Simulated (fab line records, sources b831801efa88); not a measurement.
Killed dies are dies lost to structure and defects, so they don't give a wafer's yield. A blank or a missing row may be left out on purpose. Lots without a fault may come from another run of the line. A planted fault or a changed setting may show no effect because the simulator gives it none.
Which tool did it? | flow gf180mcu | 14 lots, 42 wafers sampled, at 4 steps of a route of 602

WHAT THE GAUGES READ, wafer by wafer
The record holds no reading of a measuring or inspecting step that can be judged against a usual standard deviation.

WHICH TOOL RAN EACH LOT (tool, then ch and the chambers of the sampled wafers, then the start)
lot  | GF_LVPWELL_STRIP_10                 | GF_HV_LDD_IMPLANT_36            | GF_CONTACT_CMP_04             | GF_M1_SPUTTER_01
L374 | plasma_asher-02 ch 0,1, day 3 23:12 | implanter-03 ch 0, day 11 15:46 | cmp-02 ch 1,3, day 15 06:52   | pvd_sputter-04, day 16 06:30
L375 | plasma_asher-04 ch 0,1, day 4 02:47 | implanter-03 ch 0, day 11 23:55 | cmp-01 ch 0,2, day 15 14:01   | pvd_sputter-03, day 16 13:39
L376 | plasma_asher-02 ch 0,1, day 4 13:24 | implanter-04 ch 0, day 12 10:07 | cmp-02 ch 2,3, day 16 01:55   | pvd_sputter-02, day 17 02:06
L377 | plasma_asher-01 ch 0, day 4 14:02   | implanter-04 ch 0, day 12 12:49 | cmp-02 ch 0,1,3, day 16 05:16 | pvd_sputter-03, day 17 05:47
L378 | plasma_asher-02 ch 0,1, day 4 22:06 | implanter-04 ch 0, day 12 21:58 | cmp-01 ch 0,3, day 16 15:33   | pvd_sputter-04, day 17 16:24
L381 | plasma_asher-04 ch 0,1, day 5 15:04 | implanter-04 ch 0, day 13 23:37 | cmp-02 ch 1,2,3, day 17 21:58 | pvd_sputter-04, day 19 00:24
L388 | plasma_asher-04 ch 0,1, day 7 03:06 | implanter-02 ch 0, day 16 02:41 | cmp-02 ch 0,1,2, day 20 06:59 | pvd_sputter-02, day 21 09:15
L390 | plasma_asher-04 ch 0,1, day 7 14:51 | implanter-04 ch 0, day 16 18:19 | cmp-02 ch 0,1,3, day 21 00:19 | pvd_sputter-04, day 22 02:01
L391 | plasma_asher-02 ch 0, day 7 22:20   | implanter-04 ch 0, day 17 09:56 | cmp-02 ch 1,2, day 21 15:34   | pvd_sputter-04, day 22 16:33
L392 | plasma_asher-04 ch 0,1, day 8 01:39 | implanter-03 ch 0, day 17 10:05 | cmp-02 ch 0,1, day 21 16:09   | pvd_sputter-03, day 22 17:26
L393 | plasma_asher-01 ch 0,1, day 8 07:44 | implanter-02 ch 0, day 17 18:03 | cmp-01 ch 0,2, day 21 22:45   | pvd_sputter-04, day 22 23:54
L394 | plasma_asher-02 ch 0,1, day 8 12:32 | implanter-02 ch 0, day 17 23:23 | cmp-01 ch 2,3, day 22 03:49   | pvd_sputter-04, day 23 04:42
L395 | plasma_asher-04 ch 0,1, day 8 21:56 | implanter-02 ch 0, day 18 14:50 | cmp-02 ch 0,1,2, day 22 20:13 | pvd_sputter-04, day 23 20:33
L397 | plasma_asher-04 ch 0,1, day 9 06:32 | implanter-04 ch 0, day 19 04:06 | cmp-02 ch 1,2,3, day 23 08:53 | pvd_sputter-04, day 24 08:32
- GF_LVPWELL_STRIP_10: strips in O2/N2.
- GF_HV_LDD_IMPLANT_36
- GF_CONTACT_CMP_04: polishes SiO2.
- GF_M1_SPUTTER_01: material TiN, target thk 30 nm, time 25 s.

WHAT THE TOOLS THEMSELVES READ (means of the sampled wafers that have a number; where no wafer has one, the mark that the record gives instead)
GF_LVPWELL_STRIP_10. Usual: drypump_motor_current_A 6.0 A, standard deviation 0.36; heater_power_w 314 W, standard deviation 25; oes_product_au 0.722 a.u., standard deviation 0.0046; strip_time_to_endpoint_s 37.05 s, standard deviation 0.11.
lot  | tool            | drypump_motor_current_A (A) | heater_power_w (W) | oes_product_au (a.u.) | strip_time_to_endpoint_s (s) | flag
L374 | plasma_asher-02 | 6.0                         | 320                | 0.724                 | 37.08                        |
L375 | plasma_asher-04 | 6.3                         | 324                | 0.724                 | 36.95                        |
L376 | plasma_asher-02 | 6.0                         | 320                | 0.720                 | 37.03                        |
L377 | plasma_asher-01 | 6.2                         | 240                | 0.719                 | 37.14                        |
L378 | plasma_asher-02 | 5.8                         | 315                | 0.714                 | 36.87                        |
L381 | plasma_asher-04 | 6.3                         | 322                | 0.719                 | 36.94                        |
L388 | plasma_asher-04 | 6.3                         | 325                | 0.721                 | 37.11                        |
L390 | plasma_asher-04 | 6.3                         | 324                | 0.720                 | 37.12                        |
L391 | plasma_asher-02 | 5.7                         | 303                | 0.721                 | 37.04                        |
L392 | plasma_asher-04 | 6.3                         | 324                | 0.721                 | 36.85                        |
L393 | plasma_asher-01 | 5.8                         | 272                | 0.723                 | 36.97                        |
L394 | plasma_asher-02 | 5.8                         | 310                | 0.720                 | 37.15                        |
L395 | plasma_asher-04 | 6.3                         | 322                | 0.721                 | 37.17                        |
L397 | plasma_asher-04 | 6.3                         | 315                | 0.724                 | 37.17                        |

GF_HV_LDD_IMPLANT_36. Usual: dose_ions_cm2 7.501e+12, standard deviation 8.9e+09; faraday_current_uA 42.3, standard deviation 0.87.
lot  | tool         | dose_ions_cm2 | faraday_current_uA | flag
L374 | implanter-03 | 7.485e+12     | 41.3               |
L375 | implanter-03 | 7.498e+12     | 43.0               |
L376 | implanter-04 | 7.492e+12     | 42.0               |
L377 | implanter-04 | 7.505e+12     | 42.5               |
L378 | implanter-04 | 7.967e+12     | 45.5               | OFF
L381 | implanter-04 | 7.966e+12     | 44.9               | OFF
L388 | implanter-02 | 7.497e+12     | 42.6               |
L390 | implanter-04 | 7.501e+12     | 42.1               |
L391 | implanter-04 | 7.492e+12     | 42.4               |
L392 | implanter-03 | 7.500e+12     | 42.2               |
L393 | implanter-02 | 7.498e+12     | 42.9               |
L394 | implanter-02 | 7.503e+12     | 41.8               |
L395 | implanter-02 | 7.498e+12     | 40.9               |
L397 | implanter-04 | 7.499e+12     | 42.5               |

GF_CONTACT_CMP_04. Usual: motor_current_A 11.7 A, standard deviation 1; time_to_endpoint_s 112 s, standard deviation 6.9.
lot  | tool   | motor_current_A (A) | time_to_endpoint_s (s) | flag
L374 | cmp-02 | 11.2                | 109                    |
L375 | cmp-01 | 10.8                | 109                    |
L376 | cmp-02 | 12.0                | 112                    |
L377 | cmp-02 | 11.6                | 105                    |
L378 | cmp-01 | 11.0                | 100                    |
L381 | cmp-02 | 11.7                | 118                    |
L388 | cmp-02 | 11.7                | 112                    |
L390 | cmp-02 | 11.3                | 107                    |
L391 | cmp-02 | 11.0                | 111                    |
L392 | cmp-02 | 12.0                | 118                    |
L393 | cmp-01 | 11.1                | 104                    |
L394 | cmp-01 | 11.3                | 105                    |
L395 | cmp-02 | 11.6                | 121                    |
L397 | cmp-02 | 11.1                | 109                    |

GF_M1_SPUTTER_01. Usual: throttle_valve_pct 29.3 %, standard deviation 1.
lot  | tool           | throttle_valve_pct (%) | flag
L374 | pvd_sputter-04 | 29.0                   |
L375 | pvd_sputter-03 | 29.7                   |
L376 | pvd_sputter-02 | 29.7                   |
L377 | pvd_sputter-03 | 30.5                   |
L378 | pvd_sputter-04 | 28.9                   |
L381 | pvd_sputter-04 | 28.1                   |
L388 | pvd_sputter-02 | 29.5                   |
L390 | pvd_sputter-04 | 28.8                   |
L391 | pvd_sputter-04 | 29.0                   |
L392 | pvd_sputter-03 | 29.7                   |
L393 | pvd_sputter-04 | 28.2                   |
L394 | pvd_sputter-04 | 29.0                   |
L395 | pvd_sputter-04 | 29.5                   |
L397 | pvd_sputter-04 | 30.0                   |

THE ANSWER, worked out from the rows above alone
Rule: a lot is off if the mean of its wafers that have a number lies more than 3 standard deviations from the usual mean. A lot without any number at a reading at which 4 lots or more have one is off too. The other lots that the step has rows for count as sound. The gauges are gone through in route order, then the tools' own readings, and for those a lot's mean is taken as printed above. The first step at which some lot is off is used, and at that step the reading that is off furthest; a lot without a number counts as furthest.
Off: L378, L381, at GF_HV_LDD_IMPLANT_36 (dose_ions_cm2).
A tool fits if, at that step or a process step before it, it ran every lot that is off, and no sound lot after the first of them. None of those tried fits.

WHAT THE SIMULATOR HAD PUT IN
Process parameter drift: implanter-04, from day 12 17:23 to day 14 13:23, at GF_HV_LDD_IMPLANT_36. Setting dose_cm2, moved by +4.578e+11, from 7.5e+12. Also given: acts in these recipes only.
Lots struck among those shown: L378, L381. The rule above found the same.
